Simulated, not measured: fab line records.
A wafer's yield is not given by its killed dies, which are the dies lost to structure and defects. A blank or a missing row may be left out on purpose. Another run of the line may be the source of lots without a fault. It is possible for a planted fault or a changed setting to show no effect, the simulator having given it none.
Comparing a struck lot with a sound one / flow sky130 / 14 out of 708 route steps
Sound: wafers L676.1, L676.2, L676.5. Struck: wafers L669.2, L669.4, L669.6. The cause is given at the end.
For every step that has rows: the tool of each side, followed by ch and its chambers, followed by its first start. Under that, the readings that differ: sound wafers / struck wafers / difference of the means / sigmas: that difference in standard deviations of wafers without a fault.
alike: words and numbers the same on both sides, and readings whose means are apart by under 2 such deviations; not compared: readings that were withheld, readings missing a value for some wafer, numbers with overlapping values and no deviation given by the record, and bounds like >300 which may hide the same value.
A row with sigmas, a row that says differs or no value, or rows on one side alone: a step with any of these is where the two part. Non-overlapping numbers with no deviation appear without sigmas and do not part them. Lack of a reading on every wafer of one side parts them only where that side has two or more wafers.

SKY_NWELL_RS_MEAS_29: measures by four-point-probe.
  struck on film metro-03, day 6 17:38; sound on film metro-01, day 8 13:10
  alike: NWELL_RS
SKY_NWELL_RS_MEAS_31: measures by four-point-probe.
  struck on film metro-03, day 6 17:53; sound on film metro-01, day 8 13:25
  alike: PWDE_RS
then, 7 steps without rows for these wafers: SKY_VT_ADJUST_HVTP_DEHYDRATE_00 (time 60 s); SKY_VT_ADJUST_HVTP_HMDS_01 (prime time 60 s); SKY_VT_ADJUST_HVTP_COAT_02 (resist thk 1140 nm); SKY_VT_ADJUST_HVTP_SOFTBAKE_03 (time 60 s); SKY_VT_ADJUST_HVTP_EXPOSE_04 (exposes mask HVTPM, target cd 380 nm); SKY_VT_ADJUST_HVTP_PEB_05; SKY_VT_ADJUST_HVTP_DEVELOP_06 (develop time 57.7 s).
SKY_VT_ADJUST_HVTP_CD_MEAS_07 targets a cd of 380 nm.
  struck on cd sem-01, day 7 13:35; sound on cd sem-02, day 9 09:28
  alike: cd nm
SKY_VT_ADJUST_HVTP_OVL_MEAS_08:
  struck on overlay-01, day 7 13:42; sound on overlay-02, day 9 09:35
  alike: VT_ADJUST_HVTP_OVL
SKY_VT_ADJUST_HVTP_IMPLANT_09:
  sound on implanter-04 ch 0, day 9 09:37; struck on implanter-02 ch 0, day 7 13:45
reading=beam energy keV; sound=149.97 150.04 149.90; struck=157.20 157.24 157.23; difference=+7.25; sigmas=+99 or more
reading=model.implant.rp nm (nm); sound=83.15 83.15 83.15; struck=86.5 86.5 86.5; difference=+3.3; sigmas=
reading=model.implant.drp nm (nm); sound=33.4 33.4 33.4; struck=34.74 34.74 34.74; difference=+1.34; sigmas=
  alike: end station pressure torr
SKY_VT_ADJUST_HVTP_STRIP_10: strips in O2/N2.
  sound on plasma asher-04 ch 0,1, day 9 09:46; struck on plasma asher-03 ch 1, day 7 13:53
  alike: drypump motor current A, o2 flow sccm, oes product au, strip time to endpoint s
  not compared: rf hours counter h
-- here the record skips 40 days between the struck wafers' starts before and after, leaving off in module VT_ADJUST_HVTP and picking up in module PAD_OPEN (first step shown: number 708 of the route) --
SKY_PAD_OPEN_PROBE_99:
  struck on prober-01, day 47 04:09; sound on prober-01, day 48 22:56
reading=killed short; sound=46 54 45; struck=36 35 33; difference=-14; sigmas=-2
reading=model.etest.tip p.rs ohm sq; sound=6831 6869 6855; struck=6777 6788 6774; difference=-72; sigmas=
reading=model.etest.pfet_01v8_mvt.off log10 a um; sound=-10.64 -10.84 -10.8; struck=-10.41 -10.42 -10.39; difference=+0.35; sigmas=
reading=model.etest.pfet_01v8.off log10 a um; sound=-9.831 -9.957 -9.969; struck=-9.556 -9.402 -9.818; difference=+0.327; sigmas=
reading=model.etest.pfet_01v8_mvt.vt sat v (V); sound=-0.5729 -0.5805 -0.5746; struck=-0.547 -0.5508 -0.5562; difference=+0.025; sigmas=
reading=model.etest.pfet_01v8_mvt.vt v (V); sound=-0.6617 -0.6639 -0.6586; struck=-0.6325 -0.6376 -0.6378; difference=+0.0254; sigmas=
reading=model.etest.pfet_01v8_mvt.vt long v (V); sound=-0.8639 -0.8641 -0.8651; struck=-0.8392 -0.8395 -0.8413; difference=+0.0244; sigmas=
reading=model.etest.pfet_01v8.vt v (V); sound=-0.7885 -0.7929 -0.7938; struck=-0.7657 -0.7661 -0.7773; difference=+0.0220; sigmas=
reading=model.etest.pfet_01v8.vt long v (V); sound=-1.054 -1.052 -1.053; struck=-1.038 -1.033 -1.036; difference=+0.017; sigmas=
  alike: killed_at_M0_to_M3, killed_at_M4_up, killed at contacts, killed at front end, killed at other, killed dies, killed open

WHERE THEY PART
Earliest at SKY_VT_ADJUST_HVTP_IMPLANT_09; latest, in this record, at SKY_PAD_OPEN_PROBE_99.

WHY: what the simulator had put in
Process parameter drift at SKY_VT_ADJUST_HVTP_IMPLANT_09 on implanter-02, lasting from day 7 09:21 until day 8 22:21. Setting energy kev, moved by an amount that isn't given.
